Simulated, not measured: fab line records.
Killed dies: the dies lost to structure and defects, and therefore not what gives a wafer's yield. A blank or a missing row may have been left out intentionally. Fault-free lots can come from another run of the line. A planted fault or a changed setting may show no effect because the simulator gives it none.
Which tool is to blame? / flow sky130 / 6 lots with 18 wafers sampled at 2 steps, on a route of 708 steps

== WHAT EACH GAUGE READ, for each wafer ==
SKY_NWELL_RS_MEAS_29: measures by four-point-probe.
lot=L535; measured=day 5 21:15; on=film-metro-03; NWELL_RS (ohm/sq)=625.3 626.2 627.1
lot=L539; measured=day 6 16:05; on=film-metro-04; NWELL_RS (ohm/sq)=626.7 624.8 624.1
lot=L541; measured=day 7 03:12; on=film-metro-04; NWELL_RS (ohm/sq)=624.4 625.5 626.3
lot=L544; measured=day 8 01:25; on=film-metro-03; NWELL_RS (ohm/sq)=625.5 624.0 624.0
lot=L547; measured=day 8 18:56; on=film-metro-01; NWELL_RS (ohm/sq)=633.0 635.6 633.4
lot=L550; measured=day 9 15:25; on=film-metro-04; NWELL_RS (ohm/sq)=636.1 636.7 636.2

== WHAT TOOL EACH LOT RAN ON (gives the tool, then ch and the chambers of the sampled wafers, and finally the start) ==
lot=L535; SKY_NWELL_IMPLANT_11=implanter-02 ch 0, day 5 02:27
lot=L539; SKY_NWELL_IMPLANT_11=implanter-02 ch 0, day 5 20:54
lot=L541; SKY_NWELL_IMPLANT_11=implanter-02 ch 0, day 6 07:39
lot=L544; SKY_NWELL_IMPLANT_11=implanter-03 ch 0, day 7 04:22
lot=L547; SKY_NWELL_IMPLANT_11=implanter-02 ch 0, day 7 21:17
lot=L550; SKY_NWELL_IMPLANT_11=implanter-02 ch 0, day 8 16:40
- SKY_NWELL_IMPLANT_11

== THE ANSWER, worked out from the rows above alone ==
Rule: usual is defined by the lots themselves. Put in order of their means at a reading, lots are off if they are a third of the lots or fewer, leave a main group of 4 or more, and stand apart from it by a gap of 3 or more times the standard deviation of the main group's means; of several such gaps the widest counts. A main group whose means are all the same, to the digits that the tables above print for the reading, isn't used. Also off: a lot with no number at a reading for which 4 or more lots have one. Where the step has rows for the other lots, those lots are counted as sound.
Off: L547, L550, at SKY_NWELL_RS_MEAS_29 (NWELL_RS). For the main group the mean is 625.3 ohm/sq and the standard deviation 0.61.
A tool fits if, at a process step before that reading, it ran every lot that is off, and no sound lot after the first of them. Gauges at SKY_NWELL_RS_MEAS_29: tried the same way as those tools. One candidate fits, namely implanter-02 at SKY_NWELL_IMPLANT_11. A fault onset in the window from L541 (day 6 07:39, its last sound lot) to L547 (day 7 21:17, its first lot off) fits.

== WHAT THE SIMULATOR HAD INSERTED ==
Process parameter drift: implanter-02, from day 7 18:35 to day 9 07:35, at SKY_NWELL_IMPLANT_11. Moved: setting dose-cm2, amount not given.
Lots struck among those shown: L547, L550. The same result came from the rule above.
